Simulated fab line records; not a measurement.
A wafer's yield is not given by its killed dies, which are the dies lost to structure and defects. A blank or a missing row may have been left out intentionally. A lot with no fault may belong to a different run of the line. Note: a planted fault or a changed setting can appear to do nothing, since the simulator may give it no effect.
Check for tools in common / flow gf180mcu / 48 wafers sampled across 13 lots

== REASON IT WAS OPENED ==
GF_MVSD_TW_MEAS_11, reading MVSD_TW: flagged on 3 of 13 lots. Fault-free wafers read 1592, with a standard deviation of 11.
Rule: flag the lot when none of its wafers has a number, or when each of its wafers that has one lies beyond 4 standard deviations from that mean. All remaining lots are regarded as sound.

lot=L543; measured=day 4 10:35; on=film_metro-04; MVSD_TW, wafer by wafer=1598 1597 1598; flag=
lot=L544; measured=day 4 18:43; on=film_metro-04; MVSD_TW, wafer by wafer=1600 1603 1597; flag=
lot=L552; measured=day 6 14:49; on=film_metro-04; MVSD_TW, wafer by wafer=1599 1598 1587; flag=
lot=L553; measured=day 6 21:22; on=film_metro-01; MVSD_TW, wafer by wafer=1587 1587 1588; flag=
lot=L554; measured=day 7 02:02; on=film_metro-03; MVSD_TW, wafer by wafer=1608 1597 1591; flag=
lot=L555; measured=day 7 08:55; on=film_metro-03; MVSD_TW, wafer by wafer=1607 1596 1600; flag=
lot=L558; measured=day 8 02:25; on=film_metro-04; MVSD_TW, wafer by wafer=1592 1592 1579; flag=
lot=L559; measured=day 8 07:44; on=film_metro-04; MVSD_TW, wafer by wafer=1585 1588 1586; flag=
lot=L561; measured=day 9 00:44; on=film_metro-01; MVSD_TW, wafer by wafer=1571 1576 1568; flag=
lot=L562; measured=day 9 03:47; on=film_metro-03; MVSD_TW, wafer by wafer=1785 1774 1775 1782 1777 1783; flag=FLAGGED
lot=L563; measured=day 9 08:58; on=film_metro-01; MVSD_TW, wafer by wafer=1580 1571 1581; flag=
lot=L564; measured=day 9 17:37; on=film_metro-03; MVSD_TW, wafer by wafer=1779 1783 1768 1786 1776 1785; flag=FLAGGED
lot=L565; measured=day 9 22:55; on=film_metro-03; MVSD_TW, wafer by wafer=1779 1778 1774 1770 1783 1776; flag=FLAGGED
The numbers of the flagged lots are 1778 on average: +186 against the usual, or +17 standard deviations.

== LOT BY LOT: THE TOOL USED ==
The record keeps 1 process step preceding the reading, out of 602 steps on the route. Every cell lists first the tool, next ch and the chambers used by the sampled wafers, and last the start.
lot=L543; flag=; GF_MVSD_IMPLANT_08=implanter-02 ch 0, day 4 10:11
lot=L544; flag=; GF_MVSD_IMPLANT_08=implanter-04 ch 0, day 4 18:20
lot=L552; flag=; GF_MVSD_IMPLANT_08=implanter-03 ch 0, day 6 14:27
lot=L553; flag=; GF_MVSD_IMPLANT_08=implanter-02 ch 0, day 6 21:00
lot=L554; flag=; GF_MVSD_IMPLANT_08=implanter-03 ch 0, day 7 01:39
lot=L555; flag=; GF_MVSD_IMPLANT_08=implanter-04 ch 0, day 7 08:31
lot=L558; flag=; GF_MVSD_IMPLANT_08=implanter-03 ch 0, day 8 02:03
lot=L559; flag=; GF_MVSD_IMPLANT_08=implanter-04 ch 0, day 8 07:21
lot=L561; flag=; GF_MVSD_IMPLANT_08=implanter-03 ch 0, day 9 00:21
lot=L562; flag=FLAGGED; GF_MVSD_IMPLANT_08=implanter-04 ch 0, day 9 03:25
lot=L563; flag=; GF_MVSD_IMPLANT_08=implanter-03 ch 0, day 9 08:36
lot=L564; flag=FLAGGED; GF_MVSD_IMPLANT_08=implanter-04 ch 0, day 9 17:15
lot=L565; flag=FLAGGED; GF_MVSD_IMPLANT_08=implanter-04 ch 0, day 9 22:31
What the steps here do:
- GF_MVSD_IMPLANT_08
- GF_MVSD_TW_MEAS_11

== FLAGGED AGAINST TOTAL, ONE TOOL AT A TIME (gauges that did the reading follow at the end) ==
step=GF_MVSD_IMPLANT_08; tool=implanter-02; lots run=2; flagged=0; share of the flagged lots=none; sound lots run after its first flagged lot=-
step=GF_MVSD_IMPLANT_08; tool=implanter-03; lots run=5; flagged=0; share of the flagged lots=none; sound lots run after its first flagged lot=-
step=GF_MVSD_IMPLANT_08; tool=implanter-04; lots run=6; flagged=3; share of the flagged lots=all; sound lots run after its first flagged lot=0
step=GF_MVSD_TW_MEAS_11; tool=film_metro-01; lots run=3; flagged=0; share of the flagged lots=none; sound lots run after its first flagged lot=-
step=GF_MVSD_TW_MEAS_11; tool=film_metro-03; lots run=5; flagged=3; share of the flagged lots=all; sound lots run after its first flagged lot=0
step=GF_MVSD_TW_MEAS_11; tool=film_metro-04; lots run=5; flagged=0; share of the flagged lots=none; sound lots run after its first flagged lot=-

== THE TABLE: WHAT IT ALLOWS ==
Rows of the table that ran all the flagged lots, 2 in number: implanter-04 at GF_MVSD_IMPLANT_08; film_metro-03 at GF_MVSD_TW_MEAS_11.
- implanter-04 at GF_MVSD_IMPLANT_08 ran 6 lots, 3 of them flagged. Last sound lot L559 at day 8 07:21, first flagged lot L562 at day 9 03:25; a fault beginning in between fits. Its own readings lie more than 4 standard deviations out on every wafer of the flagged lots: tilt_deg.
- film_metro-03 at GF_MVSD_TW_MEAS_11 ran 5 lots, 3 of them flagged. Last sound lot L555 at day 7 08:55, first flagged lot L562 at day 9 03:47; a fault beginning in between fits.
Because each of these 2 tools fits a fault that began at some hour, counting lots does not separate them. More lots, or a look at what each step does to the wafer, might.

== WHAT WAS PUT IN BY THE SIMULATOR ==
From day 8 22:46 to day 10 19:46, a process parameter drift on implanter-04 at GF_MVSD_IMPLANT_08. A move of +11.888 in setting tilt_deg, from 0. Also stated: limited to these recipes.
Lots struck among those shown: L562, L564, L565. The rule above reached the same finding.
